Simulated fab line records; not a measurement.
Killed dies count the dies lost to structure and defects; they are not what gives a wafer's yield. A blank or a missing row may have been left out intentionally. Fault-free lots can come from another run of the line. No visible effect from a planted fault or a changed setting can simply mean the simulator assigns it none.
Comparing a struck lot with a sound one / flow sfq_line / 28 steps out of a route of 325
Sound: these wafers, L517.1, L517.2, L517.5. Struck: wafers L515.3, L515.5 (left out: L515.4, a lot-mate that was not struck); the cause follows at the end.
At each step with rows: each side's tool, then ch and its chambers, then its first start. Under that, the readings that differ: sound wafers / struck wafers / difference of the means / sigmas: that difference in standard deviations of wafers without a fault.
alike: readings whose means differ by less than 2 such deviations, and words and numbers that are the same on both sides. not compared: withheld readings, readings that some wafer has no value for, bounds like >300 that may hide the same value, and numbers for which the record gives no deviation and whose values overlap.
Wherever a step has rows on one side only, a row that says differs or no value, or a row with sigmas, the two part there. Non-overlapping numbers with no deviation appear without sigmas and do not part them. A reading missing from all wafers of one side parts the sides only when that side holds two or more wafers.

first, 6 steps without rows for these wafers: SFQ_TRILAYER_M1_LITHO_COAT_044 (resist thk 62 nm); SFQ_TRILAYER_M1_LITHO_COAT_039 (resist thk 600 nm); SFQ_TRILAYER_M1_LITHO_SOFTBAKE_043; SFQ_TRILAYER_M1_LITHO_EXPOSE_040 (exposes mask M1, target cd 500 nm); SFQ_TRILAYER_M1_LITHO_PEB_042 (peb time 60 s); SFQ_TRILAYER_M1_LITHO_DEVELOP_041 (time 60 s).
SFQ_M1_OVL_MEAS_911:
  sound on overlay-01 at day 27 18:06; struck on overlay-01 at day 27 05:19
  alike: M1_OVL
then, 2 steps without rows for these wafers: SFQ_TRILAYER_M1_BARC_OPEN_METAL_ETCH_054 (etches BARC in O2, target depth 125 nm, time 41.7 s); SFQ_TRILAYER_M1_ETCH_METAL_ETCH_042 (etches Nb in Cl2/Ar, stops on SiO2, target depth 240 nm, time 120 s).
SFQ_TRILAYER_M1_STRIP_STRIP_043: strips in O2.
  sound on rie_metal-04 ch 0,1, day 27 18:19; struck on rie_metal-03 ch 0,1, day 27 05:43
  alike: drypump_motor_current_A, oes_product_au
  not compared: rf_hours_counter_h
then, 1 step without rows for these wafers: SFQ_TRILAYER_M1_STRIP_SOLV_CLEAN_044 (cleans in NMP, time 600 s).
SFQ_TRILAYER_I1_DEP_PECVD_045: deposits SiO2 from SiH4/N2O, time 111.11 s, target thk 500 nm.
  sound on pecvd-03 ch 1,2, day 27 19:07; struck on pecvd-03 ch 1,2, day 27 06:18
  alike: heater_power_w, throttle_valve_pct
SFQ_TRILAYER_I1_CMP_CMP_046: polishes SiO2.
  sound on cmp-02 ch 1,2,3, day 28 00:09; struck on cmp-01 ch 0,3, day 27 10:28
reading=time_to_endpoint_s (s); sound=213 211 216; struck=227 233; difference=+17; sigmas=+3
reading=model.SiO2_of_TRILAYER_I1_DEP_PECVD_045.thk_nm (nm); sound=201.2 200.1 200.7; struck=184.6 183.7; difference=-16.5; sigmas=
  alike: edge_zone_pressure_frac, head_pressure_psi, motor_current_A
SFQ_I1_BOW_MEAS_912:
  sound on film_metro-04 at day 28 02:09; struck on film_metro-03 at day 27 12:30
  alike: I1_BOW
SFQ_TRILAYER_I1_METRO_MEASURE_047:
  sound on film_metro-04 at day 28 02:16; struck on film_metro-03 at day 27 12:59
reading=thk_nm (nm); sound=201.1 199.8 200.7; struck=184.6 183.7; difference=-16.4; sigmas=-17
then, 6 steps without rows for these wafers: SFQ_TRILAYER_I1_VIA_LITHO_COAT_054 (resist thk 62 nm); SFQ_TRILAYER_I1_VIA_LITHO_COAT_049 (resist thk 650 nm); SFQ_TRILAYER_I1_VIA_LITHO_SOFTBAKE_053; SFQ_TRILAYER_I1_VIA_LITHO_EXPOSE_050 (exposes mask I1, target cd 500 nm); SFQ_TRILAYER_I1_VIA_LITHO_PEB_052 (peb time 60 s); SFQ_TRILAYER_I1_VIA_LITHO_DEVELOP_051 (time 60 s).
-- the record jumps here: 6 days lie between the struck wafers' starts before and after --
SFQ_I1_OVL_MEAS_913:
  sound on overlay-02 at day 34 10:17; struck on overlay-02 at day 33 19:53
  alike: I1_OVL
SFQ_TRILAYER_I1_VIA_BARC_OPEN_VIA_ETCH_071: etches BARC in O2, target depth 125 nm, time 41.7 s.
  sound on rie_diel-01 ch 0,3, day 34 10:19; struck on rie_diel-01 ch 0,1, day 33 19:55
  alike: drypump_motor_current_A, oes_product_au
  not compared: rf_hours_counter_h
SFQ_TRILAYER_I1_VIA_ETCH_VIA_ETCH_052: etches SiO2 in CHF3, stops on Nb, target depth 260 nm.
  sound on rie_diel-01 ch 0,3, day 34 10:22; struck on rie_diel-01 ch 0,1, day 33 19:58
reading=oes_product_au (a.u.); sound=0.859 0.853 0.855; struck=0.817 0.810; difference=-0.042; sigmas=-8
reading=model.etch.depth_nm (nm); sound=201.2 200.1 200.7; struck=184.6 183.7; difference=-16.5; sigmas=
reading=model.I1.feature_depth_nm (nm); sound=201.2 200.1 200.7; struck=184.6 183.7; difference=-16.5; sigmas=
  alike: drypump_motor_current_A
SFQ_TRILAYER_I1_VIA_STRIP_STRIP_053: strips in O2.
  sound on rie_metal-03 ch 0,1, day 34 10:28; struck on rie_metal-03 ch 0, day 33 20:16
  alike: drypump_motor_current_A, oes_product_au
  not compared: rf_hours_counter_h
then, 1 step without rows for these wafers: SFQ_TRILAYER_I1_VIA_STRIP_SOLV_CLEAN_054 (cleans in NMP, time 600 s).
SFQ_TRILAYER_M2_DEP_PRE_CLEAN_056: time 22.5 s.
  sound on pvd_sputter-04 at day 34 11:15; struck on pvd_sputter-04 at day 33 20:52
reading=model.SiO2_of_TRILAYER_I1_DEP_PECVD_045.thk_nm (nm); sound=193.7 192.6 193.2; struck=177.1 176.2; difference=-16.5; sigmas=
SFQ_TRILAYER_M2_DEP_SPUTTER_055: material Nb, target thk 200 nm, time 133.3 s.
  sound on pvd_sputter-04 at day 34 11:16; struck on pvd_sputter-04 at day 33 20:53
  alike: resputter_cathode_voltage_v, throttle_valve_pct

== WHERE THEY PART ==
At SFQ_TRILAYER_I1_CMP_CMP_046 first; at SFQ_TRILAYER_I1_VIA_ETCH_VIA_ETCH_052 last (within this record only). Later steps at which nothing parts them and some readings are alike: SFQ_TRILAYER_I1_VIA_STRIP_STRIP_053, SFQ_TRILAYER_M2_DEP_SPUTTER_055.

WHY: whatever the simulator had introduced
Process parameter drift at SFQ_TRILAYER_I1_CMP_CMP_046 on cmp-01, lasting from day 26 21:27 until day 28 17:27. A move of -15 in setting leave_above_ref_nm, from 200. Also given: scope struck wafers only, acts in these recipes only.
